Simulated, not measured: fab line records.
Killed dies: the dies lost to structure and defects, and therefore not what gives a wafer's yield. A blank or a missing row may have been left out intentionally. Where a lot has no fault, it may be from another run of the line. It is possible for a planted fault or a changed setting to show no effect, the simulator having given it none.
The tool behind it: which one?    flow sky130    14 lots, 42 wafers sampled, at 6 steps of a route of 708

== WHAT THE GAUGES READ, wafer by wafer ==
SKY_METAL1_OVL_MEAS_16. Usual: METAL1_OVL gives 3 nm (standard deviation 5.8).
lot   measured      on          METAL1_OVL (nm)  flag
L165  day 32 23:55  overlay-01  6 1 7            
L166  day 33 16:01  overlay-01  0 4 5            
L167  day 33 20:22  overlay-01  -2 0 2           
L168  day 34 12:33  overlay-01  -7 -3 -1         
L169  day 34 15:16  overlay-02  -1 -5 -3         
L170  day 34 22:10  overlay-01  0 2 2            
L171  day 34 23:39  overlay-01  10 7 11          
L173  day 35 13:19  overlay-02  1 -1 -2          
L174  day 35 18:21  overlay-01  8 7 -8           
L175  day 36 06:10  overlay-02  1 1 4            
L177  day 36 17:16  overlay-01  6 2 -4           
L182  day 38 19:24  overlay-02  10 8 5           
L184  day 39 00:49  overlay-01  8 6 0            
L186  day 39 12:00  overlay-02  5 5 -2           

SKY_VIA1_THK_MEAS_23: measures by xrf. Usual: VIA1_W_THK gives 276 nm (standard deviation 4.4).
lot   measured      on             VIA1_W_THK (nm)  flag
L165  day 34 05:08  film metro-02  274 278 270      
L166  day 34 20:12  film metro-03  271 271 271      
L167  day 35 01:20  film metro-02  277 282 279      
L168  day 35 17:23  film metro-04  276 282 271      
L169  day 35 20:29  film metro-03  279 280 281      
L170  day 36 02:59  film metro-04  276 280 281      
L171  day 36 03:44  film metro-04  272 273 269      
L173  day 36 17:26  film metro-02  274 276 274      
L174  day 36 23:35  film metro-04  276 272 279      
L175  day 37 11:13  film metro-04  288 276 277      
L177  day 37 21:22  film metro-02  277 276 278      
L182  day 39 22:59  film metro-03  272 266 272      
L184  day 40 04:52  film metro-04  269 280 275      
L186  day 40 16:01  film metro-03  280 279 279      

== WHAT TOOL EACH LOT RAN ON (gives the tool, then ch and the chambers of the sampled wafers, and finally the start) ==
lot   SKY_METAL1_SPUTTER_02         SKY_VIA1_ETCH_14                    SKY_VIA1_ETCH_15                    SKY_VIA1_STRIP_16
L165  pvd sputter-01, day 31 20:54  rie diel-04 ch 0,1, day 34 04:10    rie diel-04 ch 0,1, day 34 04:13    plasma asher-04 ch 1, day 34 04:16
L166  pvd sputter-03, day 32 13:08  rie diel-04 ch 0,3, day 34 19:08    rie diel-04 ch 0,3, day 34 19:11    plasma asher-02 ch 0,1, day 34 19:13
L167  pvd sputter-01, day 32 17:05  rie diel-01 ch 0,1,2, day 35 00:23  rie diel-01 ch 0,1,2, day 35 00:26  plasma asher-01 ch 0,1, day 35 00:28
L168  pvd sputter-04, day 33 10:25  rie diel-02 ch 0,2, day 35 16:26    rie diel-02 ch 0,2, day 35 16:29    plasma asher-02 ch 0,1, day 35 16:31
L169  pvd sputter-04, day 33 12:09  rie diel-01 ch 1,2,3, day 35 19:26  rie diel-01 ch 1,2,3, day 35 19:29  plasma asher-04 ch 0,1, day 35 19:31
L170  pvd sputter-01, day 33 19:14  rie diel-02 ch 0,1,3, day 36 01:56  rie diel-02 ch 0,1,3, day 36 01:59  plasma asher-04 ch 0, day 36 02:01
L171  pvd sputter-04, day 33 21:37  rie diel-01 ch 0,1,3, day 36 02:40  rie diel-01 ch 0,1,3, day 36 02:43  plasma asher-01 ch 0,1, day 36 02:46
L173  pvd sputter-03, day 34 10:50  rie diel-01 ch 0,1,3, day 36 16:23  rie diel-01 ch 0,1,3, day 36 16:26  plasma asher-01 ch 0,1, day 36 16:28
L174  pvd sputter-01, day 34 15:37  rie diel-01 ch 0,1,3, day 36 22:17  rie diel-01 ch 0,1,3, day 36 22:20  plasma asher-01 ch 0,1, day 36 22:22
L175  pvd sputter-01, day 35 03:21  rie diel-04 ch 0,2,3, day 37 10:14  rie diel-04 ch 0,2,3, day 37 10:17  plasma asher-04 ch 0,1, day 37 10:22
L177  pvd sputter-01, day 35 14:29  rie diel-02 ch 2,3, day 37 20:23    rie diel-02 ch 2,3, day 37 20:26    plasma asher-04 ch 0,1, day 37 20:28
L182  pvd sputter-03, day 37 18:05  rie diel-02 ch 0,2,3, day 39 22:01  rie diel-02 ch 0,2,3, day 39 22:04  plasma asher-02 ch 0,1, day 39 22:07
L184  pvd sputter-01, day 37 23:28  rie diel-02 ch 0,2,3, day 40 03:50  rie diel-02 ch 0,2,3, day 40 03:53  plasma asher-04 ch 0,1, day 40 03:56
L186  pvd sputter-01, day 38 10:40  rie diel-02 ch 1,2, day 40 14:37    rie diel-02 ch 1,2, day 40 14:40    plasma asher-02 ch 0,1, day 40 14:43
- SKY_METAL1_SPUTTER_02: material AlCu, target thk 250 nm, time 13.3 s.
- SKY_VIA1_ETCH_14: etches BARC in N2/H2, stops on SiO2, time 45.9 s, target depth 60 nm.
- SKY_VIA1_ETCH_15: etches SiO2 in C4F8/O2/Ar, stops on TiN, target depth 351 nm, time 54 s.
- SKY_VIA1_STRIP_16: strips in O2/N2.

== AS READ BY THE TOOLS THEMSELVES (means over the sampled wafers that have a number; for cases with no such wafer, the mark the record gives instead) ==
SKY_METAL1_SPUTTER_02. Usual: throttle valve pct reads 30.5 % (standard deviation 0.73).
lot   tool            throttle valve pct (%)  flag
L165  pvd sputter-01  30.7                    
L166  pvd sputter-03  30.3                    
L167  pvd sputter-01  30.7                    
L168  pvd sputter-04  30.8                    
L169  pvd sputter-04  30.2                    
L170  pvd sputter-01  30.8                    
L171  pvd sputter-04  31.1                    
L173  pvd sputter-03  30.5                    
L174  pvd sputter-01  30.7                    
L175  pvd sputter-01  30.6                    
L177  pvd sputter-01  30.7                    
L182  pvd sputter-03  30.6                    
L184  pvd sputter-01  30.1                    
L186  pvd sputter-01  30.7                    

SKY_VIA1_ETCH_14. Usual: drypump motor current A 5.7 A, standard deviation 0.43; oes product au 0.854 a.u., standard deviation 0.0046; run length s 74.3 s, standard deviation 0.48; throttle valve pct 13.225 %, standard deviation 0.0083.
lot   tool         drypump motor current A (A)  oes product au (a.u.)  run length s (s)  throttle valve pct (%)  flag
L165  rie diel-04  5.2                          0.856                  74.0              13.227                  
L166  rie diel-04  5.2                          0.852                  74.3              13.222                  
L167  rie diel-01  5.5                          0.852                  74.0              13.224                  
L168  rie diel-02  5.9                          0.855                  74.8              13.231                  
L169  rie diel-01  5.8                          0.856                  74.0              13.230                  
L170  rie diel-02  5.8                          0.854                  74.3              13.222                  
L171  rie diel-01  5.9                          0.855                  73.9              13.228                  
L173  rie diel-01  5.9                          0.852                  74.1              13.223                  
L174  rie diel-01  5.9                          0.860                  74.1              13.219                  
L175  rie diel-04  5.5                          0.851                  73.9              13.218                  
L177  rie diel-02  5.7                          0.854                  74.4              13.221                  
L182  rie diel-02  5.8                          0.853                  74.7              13.227                  
L184  rie diel-02  5.8                          0.900                  69.7              13.225                  OFF
L186  rie diel-02  6.0                          0.895                  69.4              13.231                  OFF

SKY_VIA1_ETCH_15. Usual: oes product au 0.982 a.u., standard deviation 0.0063; run length s 82.3 s, standard deviation 0.46.
lot   tool         oes product au (a.u.)  run length s (s)  flag
L165  rie diel-04  0.977                  82.4              
L166  rie diel-04  0.978                  82.2              
L167  rie diel-01  0.978                  81.9              
L168  rie diel-02  0.976                  82.7              
L169  rie diel-01  0.986                  82.1              
L170  rie diel-02  0.978                  82.6              
L171  rie diel-01  0.989                  82.4              
L173  rie diel-01  0.975                  82.1              
L174  rie diel-01  0.981                  82.1              
L175  rie diel-04  0.980                  82.2              
L177  rie diel-02  0.985                  82.0              
L182  rie diel-02  0.980                  82.5              
L184  rie diel-02  0.778                  82.6              OFF
L186  rie diel-02  0.780                  82.2              OFF

SKY_VIA1_STRIP_16. Usual: drypump motor current A 5.71 A, standard deviation 0.26; oes product au 0.416 a.u., standard deviation 0.0041; strip time to endpoint s 4.462 s, standard deviation 0.024.
lot   tool             drypump motor current A (A)  oes product au (a.u.)  strip time to endpoint s (s)  flag
L165  plasma asher-04  5.63                         0.415                  4.496                         
L166  plasma asher-02  5.59                         0.417                  4.499                         
L167  plasma asher-01  5.48                         0.413                  4.469                         
L168  plasma asher-02  5.61                         0.414                  4.469                         
L169  plasma asher-04  5.82                         0.415                  4.463                         
L170  plasma asher-04  6.10                         0.412                  4.447                         
L171  plasma asher-01  5.50                         0.414                  4.451                         
L173  plasma asher-01  5.45                         0.416                  4.474                         
L174  plasma asher-01  5.48                         0.415                  4.459                         
L175  plasma asher-04  5.84                         0.411                  4.438                         
L177  plasma asher-04  5.98                         0.414                  4.456                         
L182  plasma asher-02  5.48                         0.417                  4.488                         
L184  plasma asher-04  5.81                         0.414                  4.509                         
L186  plasma asher-02  5.60                         0.421                  4.528                         

== THE ANSWER, worked out from the rows above alone ==
Rule: lot off if the mean of its wafers having a number is beyond 3 standard deviations from the usual mean. A lot without any number at a reading at which 4 lots or more have one is off too. Any other lot the step has rows for is counted as sound. After the gauges, taken in route order, come the tools' own readings; for these a lot's mean is taken, as printed above. The first step at which some lot is off is used, and at that step the reading that is off furthest; a lot without a number counts as furthest.
Off: L184, L186 (SKY_VIA1_ETCH_14, run length s).
A tool fits if, at that step or a process step before it, it ran every lot that is off, and no sound lot after the first of them. 2 tools fit, pvd sputter-01 at SKY_METAL1_SPUTTER_02 and rie diel-02 at SKY_VIA1_ETCH_14, so this cannot tell which one it is.

== WHAT WAS PUT IN BY THE SIMULATOR ==
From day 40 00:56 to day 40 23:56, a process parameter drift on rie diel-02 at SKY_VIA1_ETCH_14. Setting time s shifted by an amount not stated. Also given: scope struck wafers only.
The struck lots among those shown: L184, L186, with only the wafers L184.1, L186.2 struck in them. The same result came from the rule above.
